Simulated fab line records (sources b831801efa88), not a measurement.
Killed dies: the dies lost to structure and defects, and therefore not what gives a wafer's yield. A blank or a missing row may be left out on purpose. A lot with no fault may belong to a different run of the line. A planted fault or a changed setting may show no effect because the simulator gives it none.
A lot that was struck, set against a sound lot -- flow sky130 -- 17 steps out of a route of 708
Sound: the wafers L103.1, L103.2, L103.6. Struck: wafer L117.2 (L117.4, L117.5, from the same lot, were not struck and are left out); the cause is given at the end.
At each step with rows: each side's tool, then ch and its chambers, then its first start. Under that, the readings that differ: sound wafers -- struck wafers -- difference of the means -- sigmas: that difference in standard deviations of wafers without a fault.
alike: words and numbers the same on both sides, and readings whose means are apart by under 2 such deviations; not compared: readings that were withheld, readings missing a value for some wafer, numbers with overlapping values and no deviation given by the record, and bounds like >300 which may hide the same value.
The two part at a step that has a row with sigmas, a row that says differs or no value, or rows on one side only. Numbers that have no deviation but don't overlap get no sigmas and don't part them. A reading missing from all wafers of one side parts the sides only when that side holds two or more wafers.

first, 3 steps without rows for these wafers: SKY_VIA3_EXPOSE_09 (exposes mask VIM3, target cd 200 nm); SKY_VIA3_PEB_10; SKY_VIA3_DEVELOP_11 (develop time 60 s).
SKY_VIA3_CD_MEAS_12 targets a cd of 200 nm.
  sound on cdSem-01 at day 39 17:51; struck on cdSem-01 at day 44 01:42
  alike: cdNm
SKY_VIA3_OVL_MEAS_13:
  sound on overlay-02 at day 39 17:58; struck on overlay-02 at day 44 01:49
  alike: VIA3_OVL
SKY_VIA3_ETCH_14: etches BARC in N2/H2, stops on SiO2, time 45.9 s, target depth 60 nm.
  sound on rieDiel-02 ch 0,3, day 39 18:01; struck on rieDiel-03 ch 0, day 44 01:50
  alike: chamberPressureMTorr, drypumpMotorCurrentA, oesProductAu, throttleValvePct
  not compared: rfHoursCounterH
SKY_VIA3_ETCH_15: etches SiO2 in C4F8/O2/Ar, stops on TiN, target depth 507 nm, time 78 s.
  sound on rieDiel-02 ch 0,3, day 39 18:03; struck on rieDiel-03 ch 0, day 44 01:53
  alike: chamberPressureMTorr, oesProductAu
  not compared: rfHoursCounterH
SKY_VIA3_STRIP_16: strips in O2/N2.
  sound on plasmaAsher-02 ch 0,1, day 39 18:07; struck on plasmaAsher-01 ch 1, day 44 01:56
reading,sound,struck,difference,sigmas
oesProductAu (a.u.),0.396 0.401 0.396,0.408,+0.010,+2
  alike: chamberPressureMTorr, drypumpMotorCurrentA, stripTimeToEndpointS
  not compared: rfHoursCounterH
then, 3 steps without rows for these wafers: SKY_VIA3_STRIP_17 (strips in post etch residue remover, time 1200 s); SKY_VIA3_CLEAN_18 (cleans in IPA, time 180 s); SKY_VIA3_CLEAN_19 (cleans in O3/DIW).
SKY_VIA3_SPUTTER_20: material TiN, target thk 20 nm, time 80 s.
  sound on pvdSputter-02 at day 39 18:43; struck on pvdSputter-04 at day 44 02:33
  alike: throttleValvePct
SKY_VIA3_CVD_21: deposits W, target thk 390 nm, time 117.31 s.
  sound on cvdW-01 ch 0,1, day 39 18:46; struck on cvdW-02 ch 0, day 44 02:39
reading,sound,struck,difference,sigmas
model.W_of_VIA3_CVD_21.thkNm (nm),387.3 399.5 401.2,450.2,+54.2,
  alike: heaterPowerOuterW, heaterPowerW
SKY_VIA3_RS_MEAS_22: measures by four-point-probe.
  sound on filmMetro-02 at day 39 18:53; struck on filmMetro-04 at day 44 02:53
reading,sound,struck,difference,sigmas
VIA3_W_RS (ohm/sq),0.296 0.286 0.286,0.255,-0.034,-6
SKY_VIA3_THK_MEAS_23: measures by xrf.
  sound on filmMetro-02 at day 39 19:01; struck on filmMetro-04 at day 44 02:59
reading,sound,struck,difference,sigmas
VIA3_W_THK (nm),396 409 410,463,+58,+6
SKY_VIA3_CMP_24: polishes, stops on SiO2, t overpolish 20 s, target thk 0 nm.
  sound on cmp-02 ch 0,1,2, day 39 19:10; struck on cmp-02 ch 3, day 44 03:08
reading,sound,struck,difference,sigmas
timeToEndpointS (s),99 96 97,111,+14,+4
  alike: motorCurrentA
SKY_METAL4_SPUTTER_00: material Ti, target thk 15 nm, time 10 s.
  sound on pvdSputter-03 at day 39 19:22; struck on pvdSputter-01 at day 44 03:20
  alike: throttleValvePct

WHERE THEY PART
At SKY_VIA3_STRIP_16 first; at SKY_VIA3_CMP_24 last (within this record only). Later steps at which nothing parts them and some readings are alike: SKY_METAL4_SPUTTER_00.

WHY: whatever the simulator had introduced
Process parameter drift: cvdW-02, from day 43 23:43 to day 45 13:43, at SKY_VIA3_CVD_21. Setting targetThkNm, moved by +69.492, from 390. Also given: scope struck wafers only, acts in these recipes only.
